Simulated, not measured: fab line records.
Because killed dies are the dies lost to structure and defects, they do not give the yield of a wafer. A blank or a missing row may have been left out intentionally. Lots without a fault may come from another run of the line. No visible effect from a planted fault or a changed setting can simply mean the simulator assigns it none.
Matching of chambers + flow gf180mcu + 4 sister chambers for GF_CONTACT_CMP_04 on cmp-01
The step polishes SiO2. 4 wafers are shown with their chamber, then 8 later ones without.

## WAFERS, EACH WITH ITS CHAMBER
| wafer  | chamber | motor current A (A) |
|--------|---------|---------------------|
| L615.5 | 3       | 11.7                |
| L617.1 | 2       | 11.7                |
| L617.2 | 1       | 14.9                |
| L617.3 | 0       | 12.5                |

## WAFERS WITH NO CHAMBER GIVEN
| wafer  | motor current A (A) |
|--------|---------------------|
| L620.4 | 13.9                |
| L620.5 | 11.7                |
| L620.6 | 12.0                |
| L621.3 | 11.7                |
| L621.4 | 12.1                |
| L621.5 | 12.1                |
| L624.3 | 12.3                |
| L624.6 | 12.4                |

## THE CHAMBER EACH PASSED THROUGH
| wafer  | from the rows above          | in truth |
|--------|------------------------------|----------|
| L620.4 | can't be placed: 1 or 0      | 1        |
| L620.5 | can't be placed: 2 or 3 or 0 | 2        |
| L620.6 | can't be placed: 2 or 3 or 0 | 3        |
| L621.3 | can't be placed: 2 or 3 or 0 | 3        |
| L621.4 | can't be placed: 0 or 2 or 3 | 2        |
| L621.5 | can't be placed: 0 or 2 or 3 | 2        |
| L624.3 | can't be placed: 0 or 2 or 3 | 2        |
| L624.6 | can't be placed: 0 or 2 or 3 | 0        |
Placed correctly: 0 of 8. Unplaceable from these rows: 8, with the true chamber sitting among the candidates in 8. 0 placed wrongly.
How it was worked out, from the rows above alone: a wafer's distance from a chamber is the root of the sum, over the readings, of the square of ((its reading less the chamber's mean) divided by the reading's scatter). The wafer belongs to the nearest chamber; if the next one is less than 2 further off, it can't be placed. Each chamber's mean is taken over the wafers shown for it. The scatter: with one shown wafer a chamber, the root of the mean of the squares of how far each hidden wafer lies from its nearest shown one.
